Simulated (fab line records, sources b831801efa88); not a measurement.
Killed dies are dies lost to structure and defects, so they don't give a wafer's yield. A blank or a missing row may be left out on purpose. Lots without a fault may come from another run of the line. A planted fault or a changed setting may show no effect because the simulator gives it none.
Which tool did it? | flow gf180mcu | 12 lots, 36 wafers sampled, at 2 steps of a route of 602

WHAT THE GAUGES READ, wafer by wafer
GF_M2_OVL_MEAS_15. Usual: M2_OVL -8 nm, standard deviation 5.2.
lot  | measured     | on         | M2_OVL (nm) | flag
L226 | day 19 07:55 | overlay-01 | -15 -8 -6   |
L227 | day 19 21:53 | overlay-01 | -11 -11 -9  |
L228 | day 20 07:28 | overlay-01 | -4 -7 -7    |
L229 | day 20 11:32 | overlay-01 | -8 -9 -9    |
L234 | day 22 18:39 | overlay-02 | -15 -18 -18 |
L238 | day 24 08:48 | overlay-02 | -5 -14 -2   |
L239 | day 24 23:23 | overlay-02 | -7 -5 -10   |
L240 | day 25 04:35 | overlay-01 | 2 -1 0      |
L241 | day 25 04:07 | overlay-02 | -2 -7 -9    |
L242 | day 25 06:20 | overlay-01 | -5 -12 0    |
L246 | day 26 12:50 | overlay-01 | -13 -15 -2  |
L248 | day 27 04:55 | overlay-02 | -7 -7 -13   |

WHICH TOOL RAN EACH LOT (tool, then ch and the chambers of the sampled wafers, then the start)
lot  | GF_DUAL_GATE_OXIDATION_15
L226 | furnace-02 ch 0, day 8 11:51
L227 | furnace-02 ch 0, day 8 17:20
L228 | furnace-01 ch 0, day 8 23:56
L229 | furnace-01 ch 0, day 9 04:31
L234 | furnace-01 ch 0, day 10 17:35
L238 | furnace-01 ch 0, day 12 05:01
L239 | furnace-01 ch 0, day 12 15:04
L240 | furnace-02 ch 0, day 13 00:05
L241 | furnace-02 ch 0, day 13 00:05
L242 | furnace-02 ch 0, day 13 04:58
L246 | furnace-02 ch 0, day 14 09:31
L248 | furnace-02 ch 0, day 15 03:05
- GF_DUAL_GATE_OXIDATION_15: stabilise 600 s, purge 300 s, target thk 7.098 nm.

WHAT THE TOOLS THEMSELVES READ (means of the sampled wafers that have a number; where no wafer has one, the mark that the record gives instead)
GF_DUAL_GATE_OXIDATION_15. Usual: spike_tc_upper_C 849.4 C, standard deviation 1; zone_power_lower_pct 16.6 %, standard deviation 2.4.
lot  | tool       | spike_tc_upper_C (C) | zone_power_lower_pct (%) | flag
L226 | furnace-02 | 847.5                | 14.1                     |
L227 | furnace-02 | 849.3                | 14.1                     |
L228 | furnace-01 | 849.5                | 18.8                     |
L229 | furnace-01 | 850.3                | 18.7                     |
L234 | furnace-01 | 849.0                | 18.8                     |
L238 | furnace-01 | 849.6                | 18.8                     |
L239 | furnace-01 | 849.5                | 18.8                     |
L240 | furnace-02 | 848.8                | 14.1                     |
L241 | furnace-02 | 850.5                | 13.9                     |
L242 | furnace-02 | 850.2                | 14.1                     |
L246 | furnace-02 | 848.0                | 14.1                     |
L248 | furnace-02 | 849.6                | 14.1                     |

THE ANSWER, worked out from the rows above alone
Rule: a lot is off if the mean of its wafers that have a number lies more than 3 standard deviations from the usual mean. A lot without any number at a reading at which 4 lots or more have one is off too. The other lots that the step has rows for count as sound. The gauges are gone through in route order, then the tools' own readings, and for those a lot's mean is taken as printed above. The first step at which some lot is off is used, and at that step the reading that is off furthest; a lot without a number counts as furthest.
No lot is off at any reading shown: from this, nothing can be told.

WHAT THE SIMULATOR HAD PUT IN
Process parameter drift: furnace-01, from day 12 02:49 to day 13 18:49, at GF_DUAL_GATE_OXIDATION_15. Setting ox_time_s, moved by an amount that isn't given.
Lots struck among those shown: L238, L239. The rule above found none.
